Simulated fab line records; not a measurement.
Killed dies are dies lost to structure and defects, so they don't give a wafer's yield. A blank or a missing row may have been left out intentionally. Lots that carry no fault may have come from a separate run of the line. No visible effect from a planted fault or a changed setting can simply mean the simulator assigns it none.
Problem report in the 8D (eight disciplines) form, filled by code    flow sfq_line    the parts of the form that need people (team, actions taken, sign-off) are left out

== 1. THE PROBLEM ==
At SFQ_TRILAYER_I4_CMP_CMP_100, time_to_endpoint_s averages 274 s over 2 wafers from 2 lots, while fault-free wafers read 215 s, standard deviation 8.1. Relative to the usual mean, that is a shift of +7.3 standard deviations.
The step: polishes SiO2.
Earliest sighting: wafer L101.4 on cmp-01 at day 47 09:44. The record has a number at this step for 42 wafers belonging to 14 lots. The rule behind "out" and "out of limits": a value lying over 4 standard deviations away from the usual mean. The rest of the wafers with a number are treated as sound.

== 2. WHAT IT IS; WHAT IT IS NOT ==
question                     is                  is not
which readings at this step  time_to_endpoint_s  motor_current_A
which lots                   L101, L102          L100, L108, L109, L113, L114, L115, L116, L117, L994, L997, L998, L999
which wafers of those lots   L101.4, L102.2      L101.1, L101.5, L102.3, L102.6
read on which tools          cmp-01              cmp-02
when                         from day 47 09:44   up to then (15 sound wafers); but 25 sound wafers of L101, L102, L108, L109, L113, L114, L115, L116, L117 came after

== 3. WHAT RULES OUT EACH SUSPECT ==
Counting: a tool at a process step up to the reading stays a suspect if it ran every lot that is out. Sound lots after the first of them don't rule it out here, since some wafers of a struck lot are sound.
- cmp-01 at SFQ_TRILAYER_I3_CMP_CMP_082 (polishes SiO2): kept. It processed each lot that is out (first: L101, day 39 04:01); up to then, its last sound lot is L100 (day 35 10:36).
- cmp-01 at SFQ_TRILAYER_I4_CMP_CMP_100 (polishes SiO2): kept. It processed each lot that is out (first: L101, day 47 09:44); up to then, its last sound lot is L100 (day 47 07:14). Its own readings are out on those wafers: time_to_endpoint_s.
- Within cmp-01 at SFQ_TRILAYER_I4_CMP_CMP_100: the wafers that are out ran in chamber 0; their sound lot-mates ran in chambers 2, 3.
After counting, cmp-01 at SFQ_TRILAYER_I3_CMP_CMP_082 and cmp-01 at SFQ_TRILAYER_I4_CMP_CMP_100 remain.

== 4. THE CAUSE (what the simulator had put in) ==
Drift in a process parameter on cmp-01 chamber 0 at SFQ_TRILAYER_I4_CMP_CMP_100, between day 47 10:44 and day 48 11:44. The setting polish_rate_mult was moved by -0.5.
Counting left 2 suspects, and this tool is among them.

== 5. SEQUENCE OF EFFECTS, ordered by route ==
Each row: a reading whose mean over the struck wafers that have a number lies more than 3 standard deviations from the usual. Only readings whose record carries a usual standard deviation are examined. hours: median over the lots of the time between each lot's start at the first step of this table that gives one and its start at this step. sigmas: the change, counted in usual standard deviations.
hours  step                                   reading             usual       on struck wafers  change  sigmas
0      SFQ_TRILAYER_I4_CMP_CMP_100            time_to_endpoint_s  215 s       274               +59     +7.3
9      SFQ_TRILAYER_I4_METRO_MEASURE_101      thk_nm              200.2 nm    303.1             +102.9  +86
103    SFQ_TRILAYER_I4_VIA_ETCH_VIA_ETCH_106  oes_product_au      0.855 a.u.  1.001             +0.146  +28
It contains these process steps:
- SFQ_TRILAYER_I4_CMP_CMP_100: polishes SiO2.
- SFQ_TRILAYER_I4_METRO_MEASURE_101
- SFQ_TRILAYER_I4_VIA_ETCH_VIA_ETCH_106: etches SiO2 in CHF3, stops on Nb, target depth 260 nm.
Later measuring or inspecting steps at which every struck wafer that the step has a row for has a number for every such reading, and none has moved that far: SFQ_I4_BOW_MEAS_927.

== 6. HOW IT WOULD HAVE BEEN CAUGHT EARLIER ==
In this record the first reading out of limits was taken at day 47 09:44.
